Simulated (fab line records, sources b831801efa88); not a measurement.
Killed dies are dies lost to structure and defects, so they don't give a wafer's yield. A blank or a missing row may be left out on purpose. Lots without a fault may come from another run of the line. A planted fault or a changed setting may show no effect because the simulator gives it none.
Which tool did it? | flow gf180mcu | 6 lots, 18 wafers sampled, at 2 steps of a route of 602

WHAT THE GAUGES READ, wafer by wafer
GF_V1_BOW_MEAS_05.
lot  | measured     | on            | V1_BOW (um)
L662 | day 18 07:28 | film_metro-02 | 98 90 91
L664 | day 19 04:20 | film_metro-04 | 79 76 78
L671 | day 21 13:40 | film_metro-02 | 79 81 86
L675 | day 22 22:52 | film_metro-02 | 80 71 77
L680 | day 24 13:53 | film_metro-01 | 76 96 86
L682 | day 25 04:46 | film_metro-04 | 81 78 85

WHICH TOOL RAN EACH LOT (tool, then ch and the chambers of the sampled wafers, then the start)
lot  | GF_M1_SPUTTER_01
L662 | pvd_sputter-01, day 17 06:14
L664 | pvd_sputter-04, day 18 02:51
L671 | pvd_sputter-01, day 20 11:59
L675 | pvd_sputter-02, day 21 21:44
L680 | pvd_sputter-04, day 23 14:22
L682 | pvd_sputter-04, day 24 04:59
- GF_M1_SPUTTER_01: material TiN, target thk 30 nm, time 25 s.

THE ANSWER, worked out from the rows above alone
Rule: what is usual is taken from the lots themselves. Put in order of their means at a reading, lots are off if they are a third of the lots or fewer, leave a main group of 4 or more, and stand apart from it by a gap of 3 or more times the standard deviation of the main group's means; of several such gaps the widest counts. A main group whose means are all the same, to the digits that the tables above print for the reading, isn't used. A lot without any number at a reading at which 4 lots or more have one is off too. The other lots that the step has rows for count as sound.
No lot is off at any reading shown: from this, nothing can be told.

WHAT THE SIMULATOR HAD PUT IN
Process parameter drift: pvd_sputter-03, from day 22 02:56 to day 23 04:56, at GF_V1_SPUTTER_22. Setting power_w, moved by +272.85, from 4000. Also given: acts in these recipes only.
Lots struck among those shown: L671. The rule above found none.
